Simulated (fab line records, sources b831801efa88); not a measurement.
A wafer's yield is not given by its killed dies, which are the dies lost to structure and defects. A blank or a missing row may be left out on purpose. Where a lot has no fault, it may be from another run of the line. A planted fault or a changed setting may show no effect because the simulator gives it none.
The tool behind it: which one? ; flow sky130 ; 13 lots with 39 wafers sampled at 4 steps, on a route of 708 steps

WHAT THE GAUGES READ, wafer by wafer
SKY_FIELD_ISO_THK_MEAS_04. Usual: for FIELD_ISO_CVD_03_THK the level is 164.1 nm and the standard deviation is 1.4.
lot;measured;on;FIELD_ISO_CVD_03_THK (nm);flag
L424;day 1 14:26;filmMetro-04;162.3 161.3 163.4;
L426;day 1 23:37;filmMetro-03;162.9 161.8 162.0;
L428;day 2 11:12;filmMetro-01;163.0 162.2 163.2;
L429;day 2 15:28;filmMetro-03;165.1 165.6 166.5;
L430;day 2 21:03;filmMetro-04;165.1 163.6 162.9;
L433;day 3 14:08;filmMetro-03;165.8 164.0 164.4;
L434;day 3 15:58;filmMetro-04;165.0 164.4 164.0;
L435;day 3 20:29;filmMetro-03;164.6 166.3 164.5;
L436;day 4 02:17;filmMetro-03;165.0 165.0 165.5;
L441;day 5 02:29;filmMetro-04;165.0 165.6 164.5;
L445;day 6 00:49;filmMetro-03;164.5 164.1 164.4;
L446;day 6 05:11;filmMetro-01;165.0 165.0 166.4;
L447;day 6 09:32;filmMetro-03;162.7 163.1 163.3;

SKY_VT_ADJUST_NCORE_CD_MEAS_07 targets a cd of 380 nm. Usual: 380.1 nm for cdNm, sd 2.7.
lot;measured;on;cdNm (nm);flag
L424;day 8 15:45;cdSem-01;381.9 379.2 379.5;
L426;day 9 02:25;cdSem-02;381.3 378.9 378.3;
L428;day 9 18:27;cdSem-02;379.2 382.2 381.6;
L429;day 10 00:06;cdSem-01;375.3 376.5 377.2;
L430;day 10 05:38;cdSem-01;380.3 380.0 379.6;
L433;day 11 09:28;cdSem-01;378.4 381.5 381.5;
L434;day 11 09:49;cdSem-01;382.5 383.3 379.9;
L435;day 11 16:37;cdSem-01;376.0 376.2 378.8;
L436;day 11 23:14;cdSem-01;380.5 379.2 379.4;
L441;day 13 15:25;cdSem-02;381.8 381.6 380.3;
L445;day 14 21:16;cdSem-01;381.1 379.1 381.0;
L446;day 15 01:28;cdSem-01;379.9 380.1 379.2;
L447;day 15 05:29;cdSem-01;379.4 376.5 376.2;

WHAT TOOL EACH LOT RAN ON (gives the tool, then ch and the chambers of the sampled wafers, and finally the start)
lot;SKY_FIELD_ISO_ETCH_14;SKY_PWDE_EXPOSE_04
L424;rieDiel-04 ch 2,3, day 2 05:42;ilineStepper-02 ch 0, day 3 15:21
L426;rieDiel-01 ch 0,1,3, day 2 15:07;ilineStepper-02 ch 0, day 4 01:17
L428;rieDiel-03 ch 0,3, day 3 01:58;ilineStepper-02 ch 0, day 4 12:31
L429;rieDiel-01 ch 0,1,3, day 3 07:06;ilineStepper-01 ch 0, day 4 16:52
L430;rieDiel-04 ch 0,2,3, day 3 11:49;ilineStepper-01 ch 0, day 4 20:43
L433;rieDiel-03 ch 0,1, day 4 06:24;ilineStepper-02 ch 0, day 5 18:47
L434;rieDiel-04 ch 1,2, day 4 08:51;ilineStepper-02 ch 0, day 5 19:22
L435;rieDiel-03 ch 0,2,3, day 4 13:28;ilineStepper-01 ch 0, day 6 00:37
L436;rieDiel-01 ch 0,2, day 4 19:34;ilineStepper-01 ch 0, day 6 05:22
L441;rieDiel-04 ch 0,1,3, day 5 20:15;ilineStepper-01 ch 0, day 7 11:09
L445;rieDiel-04 ch 1,3, day 6 19:46;ilineStepper-01 ch 0, day 8 10:05
L446;rieDiel-03 ch 1,3, day 6 23:55;ilineStepper-01 ch 0, day 8 13:26
L447;rieDiel-04 ch 1,2, day 7 04:21;ilineStepper-02 ch 0, day 8 17:00
- SKY_FIELD_ISO_ETCH_14: etches BARC in N2/H2, stops on SiO2, time 45.9 s, target depth 60 nm.
- SKY_PWDE_EXPOSE_04: exposes mask PWDEM, target cd 840 nm.

WHAT THE TOOLS THEMSELVES READ (means of the sampled wafers that have a number; where no wafer has one, the mark that the record gives instead)
SKY_FIELD_ISO_ETCH_14. Usual: drypumpMotorCurrentA 5.8 A, standard deviation 0.38; oesProductAu 0.855 a.u., standard deviation 0.0051; throttleValvePct 13.224 %, standard deviation 0.0091.
lot;tool;drypumpMotorCurrentA (A);oesProductAu (a.u.);throttleValvePct (%);flag
L424;rieDiel-04;5.7;0.856;13.216;
L426;rieDiel-01;5.8;0.856;13.223;
L428;rieDiel-03;5.9;0.858;13.230;
L429;rieDiel-01;5.8;0.857;13.233;
L430;rieDiel-04;5.7;0.859;13.224;
L433;rieDiel-03;5.7;0.858;13.219;
L434;rieDiel-04;6.0;0.854;13.228;
L435;rieDiel-03;5.4;0.851;13.224;
L436;rieDiel-01;6.0;0.858;13.227;
L441;rieDiel-04;6.0;0.860;13.225;
L445;rieDiel-04;6.0;0.855;13.220;
L446;rieDiel-03;5.7;0.858;13.222;
L447;rieDiel-04;6.0;0.857;13.223;

THE ANSWER, worked out from the rows above alone
Rule: a lot counts as off when the mean over its wafers that have a number is more than 3 standard deviations away from the usual mean. Also off: a lot with no number at a reading for which 4 or more lots have one. Where the step has rows for the other lots, those lots are counted as sound. First the gauges in route order, then the tools' own readings, where a lot's mean is used as printed above. At the first step where some lot is off, the reading lying furthest off is the one used; lots without a number count as furthest.
None of the lots is off at any reading shown; this tells nothing.

WHAT HAD BEEN PUT IN BY THE SIMULATOR
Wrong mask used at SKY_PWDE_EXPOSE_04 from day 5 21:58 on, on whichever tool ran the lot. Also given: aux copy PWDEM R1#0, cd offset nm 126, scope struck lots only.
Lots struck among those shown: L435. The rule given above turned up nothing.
